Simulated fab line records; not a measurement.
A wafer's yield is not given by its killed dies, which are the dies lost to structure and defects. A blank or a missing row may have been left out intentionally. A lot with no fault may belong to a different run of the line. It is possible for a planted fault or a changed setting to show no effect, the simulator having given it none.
What tool caused it? / flow gf180mcu / 15 lots, 45 wafers sampled, at 2 steps of a route of 602

WHAT EACH GAUGE READ, for each wafer
GF_V2_OVL_MEAS_15. Usual: for V2_OVL the level is -4 nm and the standard deviation is 4.4.
lot=L480; measured=day 21 00:10; on=overlay-02; V2_OVL (nm)=-1 -2 -7; flag=
lot=L481; measured=day 21 04:49; on=overlay-01; V2_OVL (nm)=-10 -7 -5; flag=
lot=L483; measured=day 22 03:24; on=overlay-02; V2_OVL (nm)=3 1 5; flag=
lot=L484; measured=day 22 06:51; on=overlay-02; V2_OVL (nm)=-10 -4 -1; flag=
lot=L485; measured=day 23 04:56; on=overlay-01; V2_OVL (nm)=-5 -11 -3; flag=
lot=L486; measured=day 23 05:30; on=overlay-02; V2_OVL (nm)=-8 -13 -8; flag=
lot=L487; measured=day 23 11:33; on=overlay-02; V2_OVL (nm)=-5 -5 -16; flag=
lot=L490; measured=day 24 17:45; on=overlay-01; V2_OVL (nm)=-8 -6 -1; flag=
lot=L494; measured=day 25 22:52; on=overlay-02; V2_OVL (nm)=0 3 -6; flag=
lot=L495; measured=day 26 08:15; on=overlay-01; V2_OVL (nm)=-1 -4 -1; flag=
lot=L497; measured=day 26 19:40; on=overlay-02; V2_OVL (nm)=- - -; flag=OFF
lot=L498; measured=day 27 00:45; on=overlay-02; V2_OVL (nm)=- - -; flag=OFF
lot=L499; measured=day 27 10:40; on=overlay-02; V2_OVL (nm)=- - -; flag=OFF
lot=L500; measured=day 27 19:06; on=overlay-01; V2_OVL (nm)=-5 -3 -5; flag=
lot=L501; measured=day 28 01:15; on=overlay-01; V2_OVL (nm)=0 -2 1; flag=

EACH LOT AND THE TOOL THAT RAN IT (in order: tool; ch and the chambers of the sampled wafers; start)
lot=L480; GF_V2_EXPOSE_11=krf-scanner-02 ch 0, day 20 12:15
lot=L481; GF_V2_EXPOSE_11=krf-scanner-01 ch 0, day 20 16:30
lot=L483; GF_V2_EXPOSE_11=krf-scanner-01 ch 0, day 21 15:14
lot=L484; GF_V2_EXPOSE_11=krf-scanner-02 ch 0, day 21 19:15
lot=L485; GF_V2_EXPOSE_11=krf-scanner-02 ch 0, day 22 16:41
lot=L486; GF_V2_EXPOSE_11=krf-scanner-01 ch 0, day 22 17:32
lot=L487; GF_V2_EXPOSE_11=krf-scanner-02 ch 0, day 22 23:49
lot=L490; GF_V2_EXPOSE_11=krf-scanner-02 ch 0, day 24 07:01
lot=L494; GF_V2_EXPOSE_11=krf-scanner-02 ch 0, day 25 12:10
lot=L495; GF_V2_EXPOSE_11=krf-scanner-01 ch 0, day 25 21:37
lot=L497; GF_V2_EXPOSE_11=krf-scanner-02, day 26 09:31
lot=L498; GF_V2_EXPOSE_11=krf-scanner-02, day 26 14:37
lot=L499; GF_V2_EXPOSE_11=krf-scanner-01, day 27 01:04
lot=L500; GF_V2_EXPOSE_11=krf-scanner-02 ch 0, day 27 08:43
lot=L501; GF_V2_EXPOSE_11=krf-scanner-02 ch 0, day 27 15:29
- GF_V2_EXPOSE_11: exposes mask Via2, target cd 260 nm.

AS READ BY THE TOOLS THEMSELVES (means over the sampled wafers that have a number; for cases with no such wafer, the mark the record gives instead)
GF_V2_EXPOSE_11. Usual: exposure-dose-mJ-cm2 38.13, standard deviation 0.043; focus-offset-nm 0.0 nm, standard deviation 0.57.
lot=L480; tool=krf-scanner-02; exposure-dose-mJ-cm2=38.07; focus-offset-nm (nm)=-0.8; flag=
lot=L481; tool=krf-scanner-01; exposure-dose-mJ-cm2=38.13; focus-offset-nm (nm)=-0.2; flag=
lot=L483; tool=krf-scanner-01; exposure-dose-mJ-cm2=38.20; focus-offset-nm (nm)=-0.0; flag=
lot=L484; tool=krf-scanner-02; exposure-dose-mJ-cm2=38.08; focus-offset-nm (nm)=0.3; flag=
lot=L485; tool=krf-scanner-02; exposure-dose-mJ-cm2=38.17; focus-offset-nm (nm)=-0.3; flag=
lot=L486; tool=krf-scanner-01; exposure-dose-mJ-cm2=38.12; focus-offset-nm (nm)=-0.2; flag=
lot=L487; tool=krf-scanner-02; exposure-dose-mJ-cm2=38.09; focus-offset-nm (nm)=-0.1; flag=
lot=L490; tool=krf-scanner-02; exposure-dose-mJ-cm2=38.13; focus-offset-nm (nm)=0.1; flag=
lot=L494; tool=krf-scanner-02; exposure-dose-mJ-cm2=38.12; focus-offset-nm (nm)=1.0; flag=
lot=L495; tool=krf-scanner-01; exposure-dose-mJ-cm2=38.12; focus-offset-nm (nm)=-0.3; flag=
lot=L497; tool=krf-scanner-02; exposure-dose-mJ-cm2=-; focus-offset-nm (nm)=-; flag=OFF
lot=L498; tool=krf-scanner-02; exposure-dose-mJ-cm2=-; focus-offset-nm (nm)=-; flag=OFF
lot=L499; tool=krf-scanner-01; exposure-dose-mJ-cm2=-; focus-offset-nm (nm)=-; flag=OFF
lot=L500; tool=krf-scanner-02; exposure-dose-mJ-cm2=38.08; focus-offset-nm (nm)=0.6; flag=
lot=L501; tool=krf-scanner-02; exposure-dose-mJ-cm2=38.21; focus-offset-nm (nm)=-0.7; flag=

THE ANSWER, worked out from the rows above alone
Rule: take the mean of a lot's wafers that have a number; if it is more than 3 standard deviations from the usual mean, the lot is off. A lot without any number at a reading at which 4 lots or more have one is off too. Where the step has rows for the other lots, those lots are counted as sound. Order of review: gauges by route order, followed by the tools' own readings, for which a lot's mean as printed above is used. At the first step where some lot is off, the reading lying furthest off is the one used; lots without a number count as furthest.
Off: L497, L498, L499, at GF_V2_OVL_MEAS_15 (V2_OVL). Without a number there: L497, L498, L499.
If a tool, at a process step before that reading, ran all the lots that are off and no sound lot after the first of them, it fits. Not tried: the gauges at GF_V2_OVL_MEAS_15; whatever is off there is also off at GF_V2_EXPOSE_11, on other tools, and gauge error can't account for it. Of those tried, none fits.

WHAT THE SIMULATOR HAD INSERTED
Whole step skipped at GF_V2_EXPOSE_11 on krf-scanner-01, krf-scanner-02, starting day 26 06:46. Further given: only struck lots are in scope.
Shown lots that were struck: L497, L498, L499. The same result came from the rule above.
